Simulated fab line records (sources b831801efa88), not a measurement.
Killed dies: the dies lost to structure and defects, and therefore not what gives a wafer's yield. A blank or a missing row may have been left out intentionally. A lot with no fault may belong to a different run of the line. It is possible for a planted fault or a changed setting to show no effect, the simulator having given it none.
What tool caused it? || flow sky130 || 39 wafers from 13 lots sampled at 3 of the route's 708 steps

## WHAT THE GAUGES READ, wafer by wafer
The record holds no reading of a measuring or inspecting step that can be judged against a usual standard deviation.

## TOOL THAT RAN EACH LOT (tool first, then ch and the chambers of the sampled wafers, then the start)
{"lot": "L869", "SKY_METAL3_METAL_ETCH_18": "rieMetal-03 ch 0,1, day 37 21:38", "SKY_METAL3_STRIP_19": "plasmaAsher-02 ch 0,1, day 37 21:47", "SKY_PAD_OPEN_PROBE_99": "prober-01, day 44 21:59"}
{"lot": "L870", "SKY_METAL3_METAL_ETCH_18": "rieMetal-01 ch 0,1, day 38 07:09", "SKY_METAL3_STRIP_19": "plasmaAsher-02 ch 0,1, day 38 07:18", "SKY_PAD_OPEN_PROBE_99": "prober-02, day 45 08:13"}
{"lot": "L871", "SKY_METAL3_METAL_ETCH_18": "rieMetal-04 ch 0,1, day 38 19:17", "SKY_METAL3_STRIP_19": "plasmaAsher-02 ch 0,1, day 38 19:26", "SKY_PAD_OPEN_PROBE_99": "prober-01, day 45 17:05"}
{"lot": "L872", "SKY_METAL3_METAL_ETCH_18": "rieMetal-01 ch 0,1, day 39 00:49", "SKY_METAL3_STRIP_19": "plasmaAsher-04 ch 0,1, day 39 00:58", "SKY_PAD_OPEN_PROBE_99": "prober-02, day 45 20:10"}
{"lot": "L873", "SKY_METAL3_METAL_ETCH_18": "rieMetal-01 ch 0,1, day 39 07:50", "SKY_METAL3_STRIP_19": "plasmaAsher-04 ch 0,1, day 39 08:01", "SKY_PAD_OPEN_PROBE_99": "prober-01, day 46 04:13"}
{"lot": "L874", "SKY_METAL3_METAL_ETCH_18": "rieMetal-01 ch 0,1, day 39 13:35", "SKY_METAL3_STRIP_19": "plasmaAsher-02 ch 0,1, day 39 13:46", "SKY_PAD_OPEN_PROBE_99": "prober-02, day 46 08:19"}
{"lot": "L875", "SKY_METAL3_METAL_ETCH_18": "rieMetal-01 ch 0,1, day 40 01:56", "SKY_METAL3_STRIP_19": "plasmaAsher-02 ch 0,1, day 40 02:07", "SKY_PAD_OPEN_PROBE_99": "prober-01, day 46 17:23"}
{"lot": "L876", "SKY_METAL3_METAL_ETCH_18": "rieMetal-01 ch 0,1, day 40 06:09", "SKY_METAL3_STRIP_19": "plasmaAsher-01 ch 0,1, day 40 06:18", "SKY_PAD_OPEN_PROBE_99": "prober-02, day 46 23:00"}
{"lot": "L887", "SKY_METAL3_METAL_ETCH_18": "rieMetal-03 ch 0,1, day 43 17:10", "SKY_METAL3_STRIP_19": "plasmaAsher-02 ch 0,1, day 43 17:20", "SKY_PAD_OPEN_PROBE_99": "prober-01, day 49 20:22"}
{"lot": "L888", "SKY_METAL3_METAL_ETCH_18": "rieMetal-01 ch 0,1, day 43 19:10", "SKY_METAL3_STRIP_19": "plasmaAsher-01 ch 0,1, day 43 19:19", "SKY_PAD_OPEN_PROBE_99": "prober-02, day 49 22:19"}
{"lot": "L889", "SKY_METAL3_METAL_ETCH_18": "rieMetal-04 ch 0,1, day 44 02:41", "SKY_METAL3_STRIP_19": "plasmaAsher-04 ch 0,1, day 44 02:52", "SKY_PAD_OPEN_PROBE_99": "prober-01, day 50 01:20"}
{"lot": "L891", "SKY_METAL3_METAL_ETCH_18": "rieMetal-04 ch 0,1, day 44 12:40", "SKY_METAL3_STRIP_19": "plasmaAsher-04 ch 0,1, day 44 12:50", "SKY_PAD_OPEN_PROBE_99": "prober-01, day 50 11:43"}
{"lot": "L892", "SKY_METAL3_METAL_ETCH_18": "rieMetal-01 ch 0,1, day 44 13:41", "SKY_METAL3_STRIP_19": "plasmaAsher-02 ch 0,1, day 44 13:52", "SKY_PAD_OPEN_PROBE_99": "prober-02, day 50 12:38"}
- SKY_METAL3_METAL_ETCH_18: etches the open film in Cl2/BCl3, stops on SiO2, target depth 845 nm, time 183.1 s.
- SKY_METAL3_STRIP_19: strips in O2/N2.
- SKY_PAD_OPEN_PROBE_99

## AS READ BY THE TOOLS THEMSELVES (means over the sampled wafers that have a number; for cases with no such wafer, the mark the record gives instead)
SKY_METAL3_METAL_ETCH_18.
{"lot": "L869", "tool": "rieMetal-03", "biasW (W)": 48.48, "drypumpMotorCurrentA (A)": 6.07, "mfcCl2Sccm (sccm)": 59.81, "oesProductAu (a.u.)": 0.861, "throttleValvePct (%)": 22.256}
{"lot": "L870", "tool": "rieMetal-01", "biasW (W)": 48.46, "drypumpMotorCurrentA (A)": 6.25, "mfcCl2Sccm (sccm)": 59.99, "oesProductAu (a.u.)": 0.868, "throttleValvePct (%)": 22.262}
{"lot": "L871", "tool": "rieMetal-04", "biasW (W)": 48.52, "drypumpMotorCurrentA (A)": 5.74, "mfcCl2Sccm (sccm)": 60.04, "oesProductAu (a.u.)": 0.868, "throttleValvePct (%)": 22.277}
{"lot": "L872", "tool": "rieMetal-01", "biasW (W)": 48.60, "drypumpMotorCurrentA (A)": 6.22, "mfcCl2Sccm (sccm)": 59.85, "oesProductAu (a.u.)": 0.864, "throttleValvePct (%)": 22.257}
{"lot": "L873", "tool": "rieMetal-01", "biasW (W)": 48.59, "drypumpMotorCurrentA (A)": 6.23, "mfcCl2Sccm (sccm)": 59.88, "oesProductAu (a.u.)": 0.870, "throttleValvePct (%)": 22.269}
{"lot": "L874", "tool": "rieMetal-01", "biasW (W)": 48.56, "drypumpMotorCurrentA (A)": 6.22, "mfcCl2Sccm (sccm)": 60.03, "oesProductAu (a.u.)": 0.862, "throttleValvePct (%)": 22.271}
{"lot": "L875", "tool": "rieMetal-01", "biasW (W)": 52.22, "drypumpMotorCurrentA (A)": 6.23, "mfcCl2Sccm (sccm)": 60.17, "oesProductAu (a.u.)": 0.869, "throttleValvePct (%)": 22.258}
{"lot": "L876", "tool": "rieMetal-01", "biasW (W)": 55.48, "drypumpMotorCurrentA (A)": 6.27, "mfcCl2Sccm (sccm)": 60.11, "oesProductAu (a.u.)": 0.870, "throttleValvePct (%)": 22.267}
{"lot": "L887", "tool": "rieMetal-03", "biasW (W)": 48.48, "drypumpMotorCurrentA (A)": 6.02, "mfcCl2Sccm (sccm)": 60.09, "oesProductAu (a.u.)": 0.864, "throttleValvePct (%)": 22.262}
{"lot": "L888", "tool": "rieMetal-01", "biasW (W)": 48.53, "drypumpMotorCurrentA (A)": 6.20, "mfcCl2Sccm (sccm)": 59.81, "oesProductAu (a.u.)": 0.865, "throttleValvePct (%)": 22.271}
{"lot": "L889", "tool": "rieMetal-04", "biasW (W)": 48.36, "drypumpMotorCurrentA (A)": 5.73, "mfcCl2Sccm (sccm)": 60.02, "oesProductAu (a.u.)": 0.865, "throttleValvePct (%)": 22.272}
{"lot": "L891", "tool": "rieMetal-04", "biasW (W)": 48.52, "drypumpMotorCurrentA (A)": 5.73, "mfcCl2Sccm (sccm)": 59.91, "oesProductAu (a.u.)": 0.866, "throttleValvePct (%)": 22.261}
{"lot": "L892", "tool": "rieMetal-01", "biasW (W)": 48.48, "drypumpMotorCurrentA (A)": 6.27, "mfcCl2Sccm (sccm)": 60.22, "oesProductAu (a.u.)": 0.869, "throttleValvePct (%)": 22.262}

SKY_METAL3_STRIP_19.
{"lot": "L869", "tool": "plasmaAsher-02", "drypumpMotorCurrentA (A)": 5.7, "oesProductAu (a.u.)": 0.500, "stripTimeToEndpointS (s)": 6.42}
{"lot": "L870", "tool": "plasmaAsher-02", "drypumpMotorCurrentA (A)": 5.4, "oesProductAu (a.u.)": 0.509, "stripTimeToEndpointS (s)": 6.65}
{"lot": "L871", "tool": "plasmaAsher-02", "drypumpMotorCurrentA (A)": 5.5, "oesProductAu (a.u.)": 0.504, "stripTimeToEndpointS (s)": 6.57}
{"lot": "L872", "tool": "plasmaAsher-04", "drypumpMotorCurrentA (A)": 5.9, "oesProductAu (a.u.)": 0.510, "stripTimeToEndpointS (s)": 6.65}
{"lot": "L873", "tool": "plasmaAsher-04", "drypumpMotorCurrentA (A)": 5.6, "oesProductAu (a.u.)": 0.505, "stripTimeToEndpointS (s)": 6.71}
{"lot": "L874", "tool": "plasmaAsher-02", "drypumpMotorCurrentA (A)": 5.5, "oesProductAu (a.u.)": 0.505, "stripTimeToEndpointS (s)": 6.61}
{"lot": "L875", "tool": "plasmaAsher-02", "drypumpMotorCurrentA (A)": 5.5, "oesProductAu (a.u.)": 0.499, "stripTimeToEndpointS (s)": 6.46}
{"lot": "L876", "tool": "plasmaAsher-01", "drypumpMotorCurrentA (A)": 5.9, "oesProductAu (a.u.)": 0.490, "stripTimeToEndpointS (s)": 6.28}
{"lot": "L887", "tool": "plasmaAsher-02", "drypumpMotorCurrentA (A)": 5.4, "oesProductAu (a.u.)": 0.501, "stripTimeToEndpointS (s)": 6.44}
{"lot": "L888", "tool": "plasmaAsher-01", "drypumpMotorCurrentA (A)": 5.8, "oesProductAu (a.u.)": 0.500, "stripTimeToEndpointS (s)": 6.52}
{"lot": "L889", "tool": "plasmaAsher-04", "drypumpMotorCurrentA (A)": 5.9, "oesProductAu (a.u.)": 0.505, "stripTimeToEndpointS (s)": 6.61}
{"lot": "L891", "tool": "plasmaAsher-04", "drypumpMotorCurrentA (A)": 5.9, "oesProductAu (a.u.)": 0.504, "stripTimeToEndpointS (s)": 6.59}
{"lot": "L892", "tool": "plasmaAsher-02", "drypumpMotorCurrentA (A)": 5.7, "oesProductAu (a.u.)": 0.505, "stripTimeToEndpointS (s)": 6.50}

SKY_PAD_OPEN_PROBE_99.
{"lot": "L869", "tool": "prober-01", "defectLimitedYield (%)": 81.3, "killed_at_M0_to_M3": 47, "killed_at_M4_up": 3.0, "killedAtContacts": 23, "killedAtFrontEnd": 19, "killedAtOther": 0.3, "killedDies": 92, "killedOnRim": 18, "killedOpen": 52, "killedShort": 40, "sort_bin_3_pad_short (%)": 1.5, "sort_bin_5_function (%)": 10.5, "sort_bin_6_memory (%)": 6.7, "sortNPass": 400, "sortYieldPct (%)": 81.3}
{"lot": "L870", "tool": "prober-02", "defectLimitedYield (%)": 81.6, "killed_at_M0_to_M3": 45, "killed_at_M4_up": 4.3, "killedAtContacts": 25, "killedAtFrontEnd": 16, "killedAtOther": 0.3, "killedDies": 91, "killedOnRim": 20, "killedOpen": 47, "killedShort": 44, "sort_bin_3_pad_short (%)": 0.8, "sort_bin_5_function (%)": 11.2, "sort_bin_6_memory (%)": 6.4, "sortNPass": 401, "sortYieldPct (%)": 81.6}
{"lot": "L871", "tool": "prober-01", "defectLimitedYield (%)": 80.5, "killed_at_M0_to_M3": 58, "killed_at_M4_up": 3.0, "killedAtContacts": 23, "killedAtFrontEnd": 12, "killedAtOther": 0.3, "killedDies": 96, "killedOnRim": 22, "killedOpen": 57, "killedShort": 39, "sort_bin_3_pad_short (%)": 1.1, "sort_bin_5_function (%)": 11.5, "sort_bin_6_memory (%)": 6.8, "sortNPass": 396, "sortYieldPct (%)": 80.5}
{"lot": "L872", "tool": "prober-02", "defectLimitedYield (%)": 82.6, "killed_at_M0_to_M3": 37, "killed_at_M4_up": 1.7, "killedAtContacts": 24, "killedAtFrontEnd": 22, "killedAtOther": 1.0, "killedDies": 85, "killedOnRim": 17, "killedOpen": 47, "killedShort": 38, "sort_bin_3_pad_short (%)": 0.5, "sort_bin_5_function (%)": 11.3, "sort_bin_6_memory (%)": 5.6, "sortNPass": 407, "sortYieldPct (%)": 82.6}
{"lot": "L873", "tool": "prober-01", "defectLimitedYield (%)": 81.3, "killed_at_M0_to_M3": 45, "killed_at_M4_up": 4.7, "killedAtContacts": 26, "killedAtFrontEnd": 17, "killedAtOther": 0.0, "killedDies": 92, "killedOnRim": 23, "killedOpen": 46, "killedShort": 46, "sort_bin_3_pad_short (%)": 1.3, "sort_bin_5_function (%)": 10.9, "sort_bin_6_memory (%)": 6.5, "sortNPass": 400, "sortYieldPct (%)": 81.3}
{"lot": "L874", "tool": "prober-02", "defectLimitedYield (%)": 84.0, "killed_at_M0_to_M3": 44, "killed_at_M4_up": 5.3, "killedAtContacts": 19, "killedAtFrontEnd": 11, "killedAtOther": 0.0, "killedDies": 79, "killedOnRim": 16, "killedOpen": 46, "killedShort": 33, "sort_bin_3_pad_short (%)": 0.5, "sort_bin_5_function (%)": 8.7, "sort_bin_6_memory (%)": 6.8, "sortNPass": 413, "sortYieldPct (%)": 84.0}
{"lot": "L875", "tool": "prober-01", "defectLimitedYield (%)": 81.3, "killed_at_M0_to_M3": 41, "killed_at_M4_up": 2.0, "killedAtContacts": 24, "killedAtFrontEnd": 25, "killedAtOther": 0.7, "killedDies": 92, "killedOnRim": 19, "killedOpen": 46, "killedShort": 46, "sort_bin_3_pad_short (%)": 0.9, "sort_bin_5_function (%)": 9.9, "sort_bin_6_memory (%)": 7.9, "sortNPass": 400, "sortYieldPct (%)": 81.3}
{"lot": "L876", "tool": "prober-02", "defectLimitedYield (%)": 82.2, "killed_at_M0_to_M3": 42, "killed_at_M4_up": 1.7, "killedAtContacts": 25, "killedAtFrontEnd": 18, "killedAtOther": 0.0, "killedDies": 87, "killedOnRim": 17, "killedOpen": 49, "killedShort": 39, "sort_bin_3_pad_short (%)": 0.5, "sort_bin_5_function (%)": 10.8, "sort_bin_6_memory (%)": 6.4, "sortNPass": 405, "sortYieldPct (%)": 82.2}
{"lot": "L887", "tool": "prober-01", "defectLimitedYield (%)": 82.4, "killed_at_M0_to_M3": 38, "killed_at_M4_up": 5.0, "killedAtContacts": 27, "killedAtFrontEnd": 16, "killedAtOther": 0.3, "killedDies": 86, "killedOnRim": 17, "killedOpen": 46, "killedShort": 40, "sort_bin_3_pad_short (%)": 0.7, "sort_bin_5_function (%)": 10.9, "sort_bin_6_memory (%)": 6.0, "sortNPass": 406, "sortYieldPct (%)": 82.4}
{"lot": "L888", "tool": "prober-02", "defectLimitedYield (%)": 83.0, "killed_at_M0_to_M3": 48, "killed_at_M4_up": 1.7, "killedAtContacts": 19, "killedAtFrontEnd": 14, "killedAtOther": 0.7, "killedDies": 84, "killedOnRim": 21, "killedOpen": 50, "killedShort": 34, "sort_bin_3_pad_short (%)": 0.8, "sort_bin_5_function (%)": 9.7, "sort_bin_6_memory (%)": 6.5, "sortNPass": 408, "sortYieldPct (%)": 83.0}
{"lot": "L889", "tool": "prober-01", "defectLimitedYield (%)": 81.0, "killed_at_M0_to_M3": 40, "killed_at_M4_up": 3.0, "killedAtContacts": 29, "killedAtFrontEnd": 22, "killedAtOther": 0.3, "killedDies": 93, "killedOnRim": 18, "killedOpen": 53, "killedShort": 41, "sort_bin_3_pad_short (%)": 1.1, "sort_bin_5_function (%)": 11.7, "sort_bin_6_memory (%)": 6.2, "sortNPass": 399, "sortYieldPct (%)": 81.0}
{"lot": "L891", "tool": "prober-01", "defectLimitedYield (%)": 81.8, "killed_at_M0_to_M3": 48, "killed_at_M4_up": 2.0, "killedAtContacts": 25, "killedAtFrontEnd": 14, "killedAtOther": 0.0, "killedDies": 89, "killedOnRim": 17, "killedOpen": 51, "killedShort": 38, "sort_bin_3_pad_short (%)": 1.1, "sort_bin_5_function (%)": 12.1, "sort_bin_6_memory (%)": 5.0, "sortNPass": 403, "sortYieldPct (%)": 81.8}
{"lot": "L892", "tool": "prober-02", "defectLimitedYield (%)": 82.8, "killed_at_M0_to_M3": 42, "killed_at_M4_up": 3.7, "killedAtContacts": 23, "killedAtFrontEnd": 16, "killedAtOther": 0.0, "killedDies": 84, "killedOnRim": 17, "killedOpen": 50, "killedShort": 34, "sort_bin_3_pad_short (%)": 1.0, "sort_bin_5_function (%)": 10.4, "sort_bin_6_memory (%)": 5.8, "sortNPass": 408, "sortYieldPct (%)": 82.8}

## THE ANSWER, worked out from the rows above alone
Rule: usual is defined by the lots themselves. The widest of any qualifying gaps counts: lots, ordered by their means at a reading, are off when they make up no more than a third of the lots, leave a main group of 4 or more, and stand apart from it by 3 or more times the standard deviation of that group's means. A main group whose means are all the same, to the digits that the tables above print for the reading, isn't used. A lot without any number at a reading at which 4 lots or more have one is off too. Where the step has rows for the other lots, those lots are counted as sound. After the gauges, taken in route order, come the tools' own readings; for these a lot's mean is taken, as printed above. At the first step where some lot is off, the reading lying furthest off is the one used; lots without a number count as furthest.
Off: L875, L876, at SKY_METAL3_METAL_ETCH_18 (biasW). Mean 48.51 W and standard deviation 0.064 in the main group.
A tool fits if, at that step or a process step before it, it ran every lot that is off, and no sound lot after the first of them. Not one of the candidates tried fits.

## WHAT THE SIMULATOR HAD PUT IN
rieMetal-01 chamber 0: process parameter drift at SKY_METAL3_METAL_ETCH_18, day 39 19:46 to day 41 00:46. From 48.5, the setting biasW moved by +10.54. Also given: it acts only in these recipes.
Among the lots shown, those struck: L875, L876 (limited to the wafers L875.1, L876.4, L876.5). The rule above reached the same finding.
